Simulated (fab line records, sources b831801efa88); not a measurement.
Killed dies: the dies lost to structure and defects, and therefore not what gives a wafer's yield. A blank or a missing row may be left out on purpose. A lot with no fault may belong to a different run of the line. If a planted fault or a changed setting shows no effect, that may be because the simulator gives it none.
Comparing a struck lot with a sound one	flow sky130	36 steps out of a route of 708
Sound: wafers L844.3, L844.4, L844.6. Wafers struck: L836.3, L836.4, L836.5. The cause is given at the end.
For every step that has rows: the tool of each side, followed by ch and its chambers, followed by its first start. Under that, the readings that differ: sound wafers	struck wafers	difference of the means	sigmas: that difference in standard deviations of wafers without a fault.
alike: readings with means less than 2 such deviations apart, plus words and numbers identical on both sides. not compared: withheld readings, readings lacking a value on some wafer, bounds such as >300 that could conceal the same value, and numbers that have no deviation in the record and whose values overlap.
A row with sigmas, a row that says differs or no value, or rows on one side alone: a step with any of these is where the two part. Non-overlapping numbers with no deviation appear without sigmas and do not part them. A reading missing from all wafers of one side parts the sides only when that side holds two or more wafers.

first, 10 steps without rows for these wafers: SKY_POLY_CUT_ETCH_10 (etches BARC in N2/H2, stops on SiO2, time 45.9 s, target depth 60 nm); SKY_POLY_CUT_ETCH_11 (etches Si3N4 in CF4/CH2F2/Ar, stops on poly-Si, time 42.5 s, target depth 60 nm); SKY_POLY_CUT_STRIP_12 (strips in O2/N2); SKY_SD_P_DEHYDRATE_00 (time 60 s); SKY_SD_P_HMDS_01 (prime time 60 s); SKY_SD_P_COAT_02 (resist thk 1140 nm); SKY_SD_P_SOFTBAKE_03 (time 60 s); SKY_SD_P_EXPOSE_04 (exposes mask PSDM, target cd 380 nm); SKY_SD_P_PEB_05; SKY_SD_P_DEVELOP_06 (develop time 60 s).
SKY_SD_P_IMPLANT_09:
  sound on implanter-02 ch 0, day 31 11:58; struck on implanter-02 ch 0, day 29 02:10
reading	sound	struck	difference	sigmas
beamOnS (s)	13.8 14.3 14.3	9.9 9.7 9.8	-4.3	-11
doseIonsCm2	2.9962e+15 2.9961e+15 3.0014e+15	2.0013e+15 2e+15 1.9952e+15	-9.9907e+14	-99 or more
  alike: faradayCurrentUA
SKY_SD_P_STRIP_10: strips in O2/N2.
  sound on plasmaAsher-04 ch 0,1, day 31 12:06; struck on plasmaAsher-03 ch 0,1, day 29 02:18
reading	sound	struck	difference	sigmas
oesProductAu (a.u.)	0.610 0.613 0.611	0.629 0.640 0.627	+0.021	+5
stripTimeToEndpointS (s)	17.47 17.47 17.49	16.66 16.65 16.61	-0.84	-21
  alike: drypumpMotorCurrentA, n2FlowSccm
  not compared: rfHoursCounterH
SKY_SD_P_TW_MEAS_11:
  sound on filmMetro-01 at day 31 12:11; struck on filmMetro-01 at day 29 02:23
reading	sound	struck	difference	sigmas
SD_P_TW	2846 2825 2817	2614 2611 2604	-220	-14
then, 21 steps without rows for these wafers: SKY_RES_XHIGH_DEHYDRATE_00 (time 60 s); SKY_RES_XHIGH_HMDS_01 (prime time 60 s); SKY_RES_XHIGH_COAT_02 (resist thk 1140 nm); SKY_RES_XHIGH_SOFTBAKE_03 (time 60 s); SKY_RES_XHIGH_EXPOSE_04 (exposes mask URPM, target cd 1270 nm); SKY_RES_XHIGH_PEB_05; SKY_RES_XHIGH_DEVELOP_06 (develop time 60 s); SKY_RES_XHIGH_IMPLANT_07; SKY_RES_XHIGH_STRIP_08 (strips in O2/N2); SKY_SD_N_DEHYDRATE_00 (time 60 s); SKY_SD_N_HMDS_01 (prime time 60 s); SKY_SD_N_COAT_02 (resist thk 1140 nm); SKY_SD_N_SOFTBAKE_03 (time 60 s); SKY_SD_N_EXPOSE_04 (exposes mask NSDM, target cd 380 nm); SKY_SD_N_PEB_05; SKY_SD_N_DEVELOP_06 (develop time 60 s); SKY_SD_N_IMPLANT_09; SKY_SD_N_IMPLANT_10; SKY_SD_N_STRIP_11 (strips in O2/N2); SKY_SD_N_CLEAN_13 (cleans in SC1/SC2, time 150 s); SKY_SD_N_RTA_14 (time 2 s).
-- the record jumps here: 2 days lie between the struck wafers' starts before and after --
SKY_SD_N_RS_MEAS_17: measures by four-point-probe.
  sound on filmMetro-01 at day 33 18:43; struck on filmMetro-01 at day 31 11:20
reading	sound	struck	difference	sigmas
SD_P_RS (ohm/sq)	147.4 147.0 147.3	153.8 154.1 153.6	+6.6	+19
-- the record jumps here: 17 days lie between the struck wafers' starts before and after (it left off in module SD_N and takes up again in module PAD_OPEN, whose first step shown is number 708 of the route) --
SKY_PAD_OPEN_PROBE_99:
  sound on prober-02 at day 49 23:57; struck on prober-01 at day 48 10:32
reading	sound	struck	difference	sigmas
model.etest.liconHighPo.rcOhm	348.4 353.8 357.9	682.7 692.2 679.1	+331.3	
model.etest.resHighPo.lineOhmUm	743.9 764.5 781.7	1025 1040 1050	+275	
model.etest.resPdiff.lineOhmUm	1380 1370 1395	1558 1562 1554	+176	
model.etest.pfet_01v8.rOnOhmUm	2838 2807 2826	3010 3028 3018	+195	
model.etest.pfetG5v0d10v5.rOnOhmUm	4766 4761 4750	4818 4885 4851	+92	
model.etest.resHighPo.rsOhmSq	257.2 261.1 267.9	359.9 362.3 359.5	+98.5	
model.etest.liconPdiff.rcOhm	582.4 565.3 579.2	697.9 683.5 667	+107.2	
model.etest.resPdiffHv.rsOhmSq	192.4 193.6 191.5	215.5 217.8 217.9	+24.6	
  alike: killed_at_M0_to_M3, killed_at_M4_up, killedAtContacts, killedAtFrontEnd, killedAtOther, killedDies, killedOpen, killedShort

## WHERE THEY PART
Earliest at SKY_SD_P_IMPLANT_09; latest, in this record, at SKY_SD_N_RS_MEAS_17. Later steps at which nothing parts them and some readings are alike: SKY_PAD_OPEN_PROBE_99.

WHY: whatever the simulator had introduced
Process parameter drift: implanter-02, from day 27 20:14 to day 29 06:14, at SKY_SD_P_IMPLANT_09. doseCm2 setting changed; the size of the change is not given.
